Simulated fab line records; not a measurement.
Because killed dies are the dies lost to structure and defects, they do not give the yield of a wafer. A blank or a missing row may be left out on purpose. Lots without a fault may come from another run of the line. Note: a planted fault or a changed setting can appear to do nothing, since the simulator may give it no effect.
fab line records + flow sfq_line
record
- lots=14
- wafers=42
- last_day=86
route steps=325 shown M0@39 I2@114 I3@146 M4@161
lots that met no fault: taken from a fault-free run of the same line
start_h: hours from the record's opening day to when the first of the lot's shown wafers began + wait_h: hours elapsed since this lot's preceding step + " identical to the entry in the row above + L1.1+2: several wafers, shown together as one row + - no value present, or no start provided + * or withheld: withheld + < > ~ a bound
route shown NAME@n: NAME is a module with steps in the file, n the number in the route of the first one + usual: mean/standard deviation taken from wafers without a fault + same: alike in all rows + chamber/n: place in a boat + sites: per-site readings + _std_site: the values' standard deviation + _edge_site: mean of outer sites minus mean of inner sites + radius_mm: for every site, how far away it sits from the centre of the wafer + mask NAME#n: copy n + behind: the last tool/chamber to shape the wafer + hold: why the lot was held/for how many hours/how that ended + device: which transistor (n, p or np) failed to switch + end of line: the same wafers' tests at the end of the route + where a step has no rows: the recipe by itself + killed: dies lost to structure and defects at the first sort, not the wafer's yield + map: dies across one wafer; x = killed, . = not, _ = none there
set.NAME: the setting as run; set.NAME@STEP: as run at that earlier step + model.NAME: the simulator's own value behind a step, which no gauge read
a sample of lots followed through the steps of the route, with each step as a table and each wafer as a row
services: a tool's chamber out of use, with start hour (start_h, from the record's first day; less than 0 if before it), hours out, and reason
## steps
# step SFQ_TRILAYER_M0_BARC_OPEN_METAL_ETCH_031
# recipe
- mask_material=PR
- chemistry=O2
- target_depth_nm=125
- target=BARC
- icp_w=600
- bias_w=80
- pressure_mtorr=10
- time_s=41.7
# usual
- drypump_motor_current_A=5.8/0.48
- oes_product_au=0.685/0.0044
- run_length_s=70.2/0.31
| lot.wafer | tool         | chamber | start_h | wait_h | drypump_motor_current_A | oes_product_au | rf_hours_counter_h | run_length_s |
|-----------|--------------|---------|---------|--------|-------------------------|----------------|--------------------|--------------|
| L352.2    | rie_metal-03 | 1       | 247.33  | 0.0    | 6.6                     | 0.689          | 102                | 70.0         |
| L352.4    | "            | 0       | "       | "      | 6.2                     | 0.677          | -                  | 70.3         |
| L352.6    | "            | 0       | "       | "      | 6.2                     | 0.690          | -                  | 70.1         |
| L353.1    | rie_metal-02 | 0       | 253.95  | 0.0    | 5.4                     | 0.687          | 53                 | 70.5         |
| L353.2    | "            | 1       | "       | "      | 6.2                     | 0.684          | 79                 | 70.4         |
| L353.4    | "            | 1       | "       | "      | 6.2                     | 0.694          | -                  | 70.4         |
| L356.1    | rie_metal-03 | 1       | 293.83  | 0.0    | 6.5                     | 0.685          | 110                | 69.5         |
| L356.3    | "            | 1       | "       | "      | 6.6                     | 0.679          | -                  | 69.5         |
| L356.4    | "            | 0       | "       | "      | 6.2                     | 0.688          | -                  | 70.1         |
| L357.1    | rie_metal-01 | 1       | 301.03  | 0.0    | 5.3                     | 0.687          | 9                  | 69.9         |
| L357.3    | "            | 1       | "       | "      | 5.3                     | 0.685          | -                  | 70.7         |
| L357.5    | "            | 0       | "       | "      | 5.6                     | 0.685          | -                  | 70.1         |
| L358.1    | rie_metal-01 | 1       | 307.03  | 0.0    | 5.3                     | 0.680          | 10                 | 70.0         |
| L358.4    | "            | 0       | "       | "      | 5.6                     | 0.684          | -                  | 70.7         |
| L358.6    | "            | 0       | "       | "      | 5.6                     | 0.691          | -                  | 70.2         |
| L360.1    | rie_metal-02 | 0       | 322.35  | 0.0    | 5.4                     | 0.689          | 64                 | 69.9         |
| L360.2    | "            | 1       | "       | "      | 6.2                     | 0.687          | 90                 | 70.6         |
| L360.3    | "            | 0       | "       | "      | 5.5                     | 0.693          | -                  | 70.0         |
| L363.2    | rie_metal-01 | 0       | 344.88  | 0.0    | 5.5                     | 0.682          | 183                | 70.0         |
| L363.3    | "            | 0       | "       | "      | 5.6                     | 0.680          | -                  | 70.2         |
| L363.4    | "            | 1       | "       | "      | 5.3                     | 0.681          | -                  | 70.3         |
| L364.2    | rie_metal-03 | 1       | 350.88  | 0.0    | 6.5                     | 0.680          | 118                | 69.5         |
| L364.3    | "            | 0       | "       | "      | 6.2                     | 0.686          | -                  | 70.0         |
| L364.5    | "            | 1       | "       | "      | 6.5                     | 0.678          | -                  | 69.7         |
| L365.3    | rie_metal-01 | 0       | 363.15  | 0.0    | 5.5                     | 0.687          | -                  | 70.5         |
| L365.4    | "            | 1       | "       | "      | 5.3                     | 0.689          | -                  | 70.3         |
| L365.6    | "            | 0       | "       | "      | 5.5                     | 0.690          | -                  | 70.6         |
| L367.2    | rie_metal-02 | 1       | 400.45  | 0.0    | 6.2                     | 0.679          | 99                 | 70.6         |
| L367.3    | "            | 0       | "       | "      | 5.4                     | 0.692          | -                  | 69.8         |
| L367.5    | "            | 1       | "       | "      | 6.2                     | 0.685          | -                  | 70.6         |
| L371.1    | rie_metal-01 | 0       | 450.10  | 0.0    | 5.5                     | 0.680          | 9                  | 70.3         |
| L371.2    | "            | 0       | "       | "      | 5.6                     | 0.683          | -                  | 70.3         |
| L371.5    | "            | 0       | "       | "      | 5.6                     | 0.684          | -                  | 70.5         |
| L372.1    | rie_metal-02 | 1       | 464.62  | 0.0    | 6.2                     | 0.680          | 108                | 70.2         |
| L372.2    | "            | 0       | "       | "      | 5.4                     | 0.688          | 82                 | 70.3         |
| L372.3    | "            | 1       | "       | "      | 6.2                     | 0.687          | -                  | 70.5         |
| L373.2    | rie_metal-02 | 0       | 469.42  | 0.0    | 5.4                     | 0.686          | 83                 | 70.4         |
| L373.4    | "            | 0       | "       | "      | 5.4                     | 0.686          | -                  | 69.9         |
| L373.5    | "            | 0       | "       | "      | 5.4                     | 0.693          | -                  | 70.0         |
| L374.2    | rie_metal-01 | 1       | 477.82  | 0.0    | 5.3                     | 0.689          | 29                 | 70.0         |
| L374.3    | "            | 1       | "       | "      | 5.3                     | 0.685          | -                  | 70.0         |
| L374.6    | "            | 0       | "       | "      | 5.6                     | 0.688          | -                  | 70.2         |
# step SFQ_TRILAYER_I2_VIA_BARC_OPEN_VIA_ETCH_096
# recipe
- mask_material=PR
- chemistry=O2
- target_depth_nm=125
- target=BARC
- source_w=500
- bias_w=80
- pressure_mtorr=30
- time_s=41.7
# usual
- drypump_motor_current_A=5.5/0.35
- oes_product_au=0.685/0.0046
- run_length_s=70.1/0.53
| lot.wafer | tool        | chamber | start_h | wait_h | drypump_motor_current_A | oes_product_au | rf_hours_counter_h | run_length_s |
|-----------|-------------|---------|---------|--------|-------------------------|----------------|--------------------|--------------|
| L352.2    | rie_diel-01 | 0       | 813.72  | 0.0    | 5.1                     | 0.686          | 2                  | 69.5         |
| L352.4    | "           | 2       | "       | "      | 5.4                     | 0.693          | 5                  | 69.5         |
| L352.6    | "           | 1       | "       | "      | 5.6                     | 0.692          | -                  | 69.3         |
| L353.1    | rie_diel-02 | 0       | 816.72  | 0.0    | 5.5                     | 0.682          | 9                  | 70.6         |
| L353.2    | "           | 2       | "       | "      | 5.5                     | 0.687          | 3                  | 69.8         |
| L353.4    | "           | 1       | "       | "      | 5.8                     | 0.677          | 6                  | 70.2         |
| L356.1    | rie_diel-01 | 1       | 825.06  | 0.0    | 5.6                     | 0.692          | 1                  | 69.8         |
| L356.3    | "           | 3       | "       | "      | 5.7                     | 0.688          | 13                 | 70.4         |
| L356.4    | "           | 0       | "       | "      | 5.1                     | 0.681          | 2                  | 69.4         |
| L357.1    | rie_diel-03 | 2       | 826.26  | 0.0    | 6.1                     | 0.685          | 9                  | 71.0         |
| L357.3    | "           | 1       | "       | "      | 4.8                     | 0.677          | 13                 | 70.8         |
| L357.5    | "           | 2       | "       | "      | 6.1                     | 0.686          | -                  | 70.5         |
| L358.1    | rie_diel-01 | 1       | 827.46  | 0.0    | 5.5                     | 0.686          | 2                  | 69.3         |
| L358.4    | "           | 0       | "       | "      | 5.1                     | 0.692          | 3                  | 69.6         |
| L358.6    | "           | 2       | "       | "      | 5.4                     | 0.682          | -                  | 69.8         |
| L360.1    | rie_diel-02 | 0       | 833.46  | 0.0    | 5.5                     | 0.685          | 9                  | 71.1         |
| L360.2    | "           | 3       | "       | "      | 5.8                     | 0.683          | 7                  | 70.1         |
| L360.3    | "           | 1       | "       | "      | 5.8                     | 0.683          | 7                  | 70.6         |
| L363.2    | rie_diel-02 | 1       | 955.38  | 0.0    | 5.8                     | 0.686          | 9                  | 70.5         |
| L363.3    | "           | 2       | "       | "      | 5.5                     | 0.683          | 5                  | 70.0         |
| L363.4    | "           | 0       | "       | "      | 5.5                     | 0.679          | 11                 | 70.7         |
| L364.2    | rie_diel-03 | 3       | 967.98  | 0.0    | 5.1                     | 0.693          | 1                  | 70.6         |
| L364.3    | "           | 0       | "       | "      | 5.8                     | 0.683          | 6                  | 69.7         |
| L364.5    | "           | 0       | "       | "      | 5.9                     | 0.683          | -                  | 69.5         |
| L365.3    | rie_diel-03 | 0       | 984.70  | 0.0    | 5.9                     | 0.847          | 7                  | 59.9         |
| L365.4    | "           | 3       | "       | "      | 5.1                     | 0.848          | 1                  | 60.8         |
| L365.6    | "           | 3       | "       | "      | 5.1                     | 0.840          | -                  | 61.2         |
| L367.2    | rie_diel-03 | 3       | 1002.18 | 0.0    | 5.1                     | 0.846          | 2                  | 61.1         |
| L367.3    | "           | 1       | "       | "      | 4.8                     | 0.843          | 16                 | 61.3         |
| L367.5    | "           | 0       | "       | "      | 5.8                     | 0.834          | -                  | 59.6         |
| L371.1    | rie_diel-02 | 2       | 1072.19 | 0.0    | 5.6                     | 0.692          | 8                  | 70.1         |
| L371.2    | "           | 0       | "       | "      | 5.5                     | 0.685          | 14                 | 71.0         |
| L371.5    | "           | 1       | "       | "      | 5.8                     | 0.685          | -                  | 70.5         |
| L372.1    | rie_diel-01 | 0       | 1079.39 | 0.0    | 5.1                     | 0.677          | 6                  | 69.6         |
| L372.2    | "           | 3       | "       | "      | 5.7                     | 0.687          | 17                 | 70.4         |
| L372.3    | "           | 2       | "       | "      | 5.4                     | 0.688          | 9                  | 69.7         |
| L373.2    | rie_diel-03 | 2       | 1093.56 | 0.0    | 6.1                     | 0.687          | 14                 | 70.3         |
| L373.4    | "           | 1       | "       | "      | 4.8                     | 0.687          | 18                 | 70.7         |
| L373.5    | "           | 2       | "       | "      | 6.1                     | 0.689          | -                  | 70.8         |
| L374.2    | rie_diel-01 | 2       | 1109.28 | 0.0    | 5.4                     | 0.679          | 10                 | 69.8         |
| L374.3    | "           | 1       | "       | "      | 5.6                     | 0.682          | 6                  | 69.4         |
| L374.6    | "           | 3       | "       | "      | 5.6                     | 0.685          | -                  | 70.0         |
# step SFQ_TRILAYER_I3_VIA_STRIP_STRIP_089
# recipe
- gas=O2
- power_w=200
- platen_temp_c=40
- overash_fraction=0.65
- chemistry=O2
- pressure_mtorr=50
# usual
- drypump_motor_current_A=5.7/0.37
- oes_product_au=0.997/0.012
- platen_temp_c=40.01/0.11
| lot.wafer | tool         | chamber | start_h | wait_h | drypump_motor_current_A | oes_product_au | platen_temp_c | rf_hours_counter_h |
|-----------|--------------|---------|---------|--------|-------------------------|----------------|---------------|--------------------|
| L352.2    | rie_metal-03 | 0       | 962.65  | -      | 6.2                     | 1.005          | 40.11         | 104                |
| L352.4    | "            | 1       | "       | "      | 6.5                     | 0.999          | 40.00         | -                  |
| L352.6    | "            | 0       | "       | "      | 6.2                     | 1.013          | 40.04         | -                  |
| L353.1    | rie_metal-01 | 0       | 965.14  | -      | 5.6                     | 0.998          | 39.83         | 81                 |
| L353.2    | "            | 1       | "       | "      | 5.3                     | 0.987          | 39.69         | 98                 |
| L353.4    | "            | 0       | "       | "      | 5.6                     | 0.989          | 39.86         | -                  |
| L356.1    | rie_metal-03 | 1       | 975.25  | -      | 6.6                     | 1.001          | 40.15         | 45                 |
| L356.3    | "            | 0       | "       | "      | 6.2                     | 1.007          | 40.13         | -                  |
| L356.4    | "            | 1       | "       | "      | 6.6                     | 1.003          | 40.11         | -                  |
| L357.1    | rie_metal-01 | 0       | 977.73  | -      | 5.6                     | 1.007          | 40.07         | 83                 |
| L357.3    | "            | 0       | "       | "      | 5.6                     | 0.997          | 39.93         | -                  |
| L357.5    | "            | 0       | "       | "      | 5.6                     | 1.004          | 39.89         | -                  |
| L358.1    | rie_metal-04 | 1       | 980.14  | -      | 5.6                     | 0.994          | 40.01         | 130                |
| L358.4    | "            | 1       | "       | "      | 5.6                     | 1.000          | 39.97         | -                  |
| L358.6    | "            | 1       | "       | "      | 5.5                     | 0.985          | 39.76         | -                  |
| L360.1    | rie_metal-01 | 0       | 995.14  | -      | 5.5                     | 0.999          | 40.17         | 86                 |
| L360.2    | "            | 0       | "       | "      | 5.6                     | 1.000          | 40.12         | -                  |
| L360.3    | "            | 0       | "       | "      | 5.5                     | 0.997          | 40.17         | -                  |
| L363.2    | rie_metal-04 | 1       | 1050.64 | -      | 5.6                     | 0.997          | 40.04         | 7                  |
| L363.3    | "            | 0       | "       | "      | 5.7                     | 0.986          | 40.02         | -                  |
| L363.4    | "            | 1       | "       | "      | 5.6                     | 0.986          | 40.11         | -                  |
| L364.2    | rie_metal-01 | 0       | 1051.84 | -      | 5.6                     | 0.998          | 39.96         | 95                 |
| L364.3    | "            | 1       | "       | "      | 5.3                     | 0.995          | 39.81         | -                  |
| L364.5    | "            | 1       | "       | "      | 5.3                     | 1.002          | 40.11         | -                  |
| L365.3    | rie_metal-01 | 0       | 1054.44 | -      | 5.5                     | 1.009          | 39.97         | -                  |
| L365.4    | "            | 1       | "       | "      | 5.3                     | 1.007          | 39.93         | -                  |
| L365.6    | "            | 0       | "       | "      | 5.6                     | 1.005          | 40.15         | -                  |
| L367.2    | rie_metal-01 | 1       | 1056.64 | -      | 5.3                     | 1.004          | 40.01         | 111                |
| L367.3    | "            | 0       | "       | "      | 5.6                     | 1.013          | 39.95         | -                  |
| L367.5    | "            | 0       | "       | "      | 5.6                     | 0.999          | 39.92         | -                  |
| L371.1    | rie_metal-04 | 0       | 1204.66 | -      | 5.7                     | 0.980          | 40.12         | 108                |
| L371.2    | "            | 1       | "       | "      | 5.5                     | 0.990          | 39.89         | 26                 |
| L371.5    | "            | 0       | "       | "      | 5.7                     | 0.981          | 40.33         | -                  |
| L372.1    | rie_metal-01 | 0       | 1205.86 | -      | 5.6                     | 1.012          | 39.92         | 123                |
| L372.2    | "            | 0       | "       | "      | 5.6                     | 1.003          | 40.16         | -                  |
| L372.3    | "            | 0       | "       | "      | 5.6                     | 1.015          | 39.96         | -                  |
| L373.2    | rie_metal-04 | 0       | 1212.79 | -      | 5.7                     | 0.979          | 39.91         | 109                |
| L373.4    | "            | 0       | "       | "      | 5.7                     | 0.982          | 39.86         | -                  |
| L373.5    | "            | 1       | "       | "      | 5.6                     | 0.997          | 39.90         | -                  |
| L374.2    | rie_metal-04 | 0       | 1248.66 | -      | 5.7                     | 0.977          | 39.96         | 116                |
| L374.3    | "            | 1       | "       | "      | 5.5                     | 1.009          | 39.83         | -                  |
| L374.6    | "            | 1       | "       | "      | 5.6                     | 0.999          | 39.89         | -                  |
# step SFQ_TRILAYER_M4_STRIP_STRIP_097
# recipe
- gas=O2
- power_w=200
- platen_temp_c=40
- overash_fraction=0.65
- chemistry=O2
- pressure_mtorr=50
# usual
- drypump_motor_current_A=5.9/0.47
- oes_product_au=1.005/0.011
- platen_temp_c=40.00/0.12
| lot.wafer | tool         | chamber | start_h | wait_h | drypump_motor_current_A | oes_product_au | platen_temp_c | rf_hours_counter_h |
|-----------|--------------|---------|---------|--------|-------------------------|----------------|---------------|--------------------|
| L352.2    | rie_metal-02 | 0       | 966.37  | 0.1    | 5.4                     | 1.017          | 39.91         | 16                 |
| L352.4    | "            | 1       | "       | "      | 6.2                     | 1.013          | 39.85         | -                  |
| L352.6    | "            | 1       | "       | "      | 6.2                     | 1.002          | 40.16         | -                  |
| L353.1    | rie_metal-03 | 0       | 969.37  | 0.1    | 6.2                     | 1.013          | 40.00         | 105                |
| L353.2    | "            | 1       | "       | "      | 6.6                     | 0.997          | 40.27         | 44                 |
| L353.4    | "            | 0       | "       | "      | 6.2                     | 1.020          | 39.98         | -                  |
| L356.1    | rie_metal-02 | 0       | 978.96  | 0.1    | 5.4                     | 1.012          | 39.93         | 19                 |
| L356.3    | "            | 1       | "       | "      | 6.2                     | 1.011          | 40.02         | -                  |
| L356.4    | "            | 0       | "       | "      | 5.4                     | 1.013          | 40.16         | -                  |
| L357.1    | rie_metal-03 | 1       | 982.48  | 0.1    | 6.6                     | 1.002          | 39.90         | 46                 |
| L357.3    | "            | 1       | "       | "      | 6.6                     | 1.008          | 39.87         | -                  |
| L357.5    | "            | 1       | "       | "      | 6.5                     | 1.005          | 40.02         | -                  |
| L358.1    | rie_metal-01 | 0       | 983.68  | 0.1    | 5.5                     | 0.992          | 40.03         | 85                 |
| L358.4    | "            | 0       | "       | "      | 5.6                     | 0.992          | 39.98         | -                  |
| L358.6    | "            | 1       | "       | "      | 5.3                     | 0.989          | 40.05         | -                  |
| L360.1    | rie_metal-01 | 0       | 999.28  | 0.1    | 5.6                     | 0.997          | 39.84         | 87                 |
| L360.2    | "            | 1       | "       | "      | 5.3                     | 0.995          | 39.97         | 103                |
| L360.3    | "            | 1       | "       | "      | 5.3                     | 0.985          | 40.03         | -                  |
| L363.2    | rie_metal-02 | 1       | 1068.78 | 0.1    | 6.2                     | 1.010          | 40.07         | 52                 |
| L363.3    | "            | 1       | "       | "      | 6.2                     | 1.015          | 40.08         | -                  |
| L363.4    | "            | 0       | "       | "      | 5.4                     | 0.997          | 40.05         | -                  |
| L364.2    | rie_metal-03 | 1       | 1069.98 | 0.1    | 6.6                     | 1.006          | 39.92         | 60                 |
| L364.3    | "            | 0       | "       | "      | 6.2                     | 1.013          | 40.06         | -                  |
| L364.5    | "            | 0       | "       | "      | 6.2                     | 1.011          | 40.23         | -                  |
| L365.3    | rie_metal-02 | 1       | 1073.78 | 0.2    | 6.2                     | 1.023          | 39.87         | -                  |
| L365.4    | "            | 0       | "       | "      | 5.4                     | 1.010          | 39.95         | -                  |
| L365.6    | "            | 0       | "       | "      | 5.4                     | 1.004          | 40.08         | -                  |
| L367.2    | rie_metal-02 | 1       | 1075.98 | 0.1    | 6.2                     | 1.012          | 39.72         | 53                 |
| L367.3    | "            | 0       | "       | "      | 5.4                     | 1.000          | 39.82         | -                  |
| L367.5    | "            | 1       | "       | "      | 6.2                     | 1.017          | 39.82         | -                  |
| L371.1    | rie_metal-03 | 1       | 1208.20 | 0.1    | 6.6                     | 0.989          | 40.07         | 87                 |
| L371.2    | "            | 0       | "       | "      | 6.2                     | 1.011          | 40.03         | 0                  |
| L371.5    | "            | 1       | "       | "      | 6.6                     | 0.987          | 39.76         | -                  |
| L372.1    | rie_metal-02 | 1       | 1210.66 | 0.1    | 6.2                     | 1.009          | 39.81         | 76                 |
| L372.2    | "            | 0       | "       | "      | 5.4                     | 1.015          | 39.82         | 54                 |
| L372.3    | "            | 0       | "       | "      | 5.4                     | 1.027          | 39.94         | -                  |
| L373.2    | rie_metal-03 | 1       | 1245.09 | 0.1    | 6.6                     | 1.005          | 39.89         | 93                 |
| L373.4    | "            | 0       | "       | "      | 6.2                     | 1.009          | 40.13         | -                  |
| L373.5    | "            | 1       | "       | "      | 6.6                     | 1.002          | 39.94         | -                  |
| L374.2    | rie_metal-01 | 0       | 1257.09 | 0.1    | 5.6                     | 1.001          | 40.27         | 136                |
| L374.3    | "            | 0       | "       | "      | 5.6                     | 1.007          | 40.24         | -                  |
| L374.6    | "            | 1       | "       | "      | 5.3                     | 0.990          | 40.00         | -                  |
## services
| tool         | chamber | start_h | hours | kind   |
|--------------|---------|---------|-------|--------|
| rie_metal-01 | 1       | 228.77  | 14.7  | repair |
| rie_metal-01 | -       | 238.92  | 0.2   | repair |
| rie_metal-01 | -       | 254.95  | 3.6   | repair |
| rie_metal-01 | 0       | 258.46  | 30.1  | repair |
| rie_metal-03 | 1       | 366.45  | 10.0  | repair |
| rie_metal-03 | -       | 456.07  | 0.9   | repair |
| rie_metal-01 | -       | 488.34  | 14.6  | pm     |
| rie_metal-01 | -       | 533.97  | 1.4   | pm     |
| rie_metal-03 | -       | 540.77  | 2.8   | pm     |
| rie_metal-01 | 1       | 577.51  | 8.0   | repair |
| rie_metal-01 | 0       | 588.85  | 6.9   | repair |
| rie_metal-01 | 0       | 598.64  | 7.1   | repair |
| rie_metal-03 | 1       | 669.19  | 3.6   | repair |
| rie_metal-02 | -       | 686.48  | 0.4   | repair |
| rie_metal-02 | 1       | 723.64  | 10.1  | repair |
| rie_metal-03 | 0       | 735.92  | 6.7   | repair |
| rie_metal-01 | -       | 740.46  | 2.8   | pm     |
| rie_metal-02 | -       | 813.21  | 1.2   | repair |
| rie_metal-01 | 1       | 838.18  | 1.9   | repair |
| rie_metal-01 | -       | 953.63  | 1.0   | repair |
| rie_metal-01 | 1       | 976.91  | 1.0   | repair |
| rie_metal-01 | 1       | 994.76  | 3.1   | repair |
| rie_metal-02 | 0       | 1119.61 | 12.4  | repair |
| rie_metal-02 | -       | 1220.02 | 2.8   | pm     |
## key
first_sign
- step=SFQ_TRILAYER_I2_VIA_BARC_OPEN_VIA_ETCH_096
- reading=oes_product_au
- direction=up
- sigmas=35
- usual=0.685
- struck=0.843
effect
- step=SFQ_TRILAYER_I2_VIA_BARC_OPEN_VIA_ETCH_096
- reading=run_length_s
- direction=down
- sigmas=18
- usual=*
- struck=*
met_at SFQ_TRILAYER_I2_VIA_BARC_OPEN_VIA_ETCH_096
struck_lots L365,L367
not_acting_at SFQ_TRILAYER_M0_BARC_OPEN_METAL_ETCH_031,SFQ_TRILAYER_I3_VIA_STRIP_STRIP_089,SFQ_TRILAYER_M4_STRIP_STRIP_097
onset_between 967.98 984.70
fault
- kind=process_parameter_drift
- tool=rie_diel-03
- chamber=-
- onset_h=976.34
- steps=SFQ_TRILAYER_I2_VIA_BARC_OPEN_VIA_ETCH_096
- channel=time_s
- offset=*
- shape=step
- end_h=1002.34
- acts_in=*
- stated=*
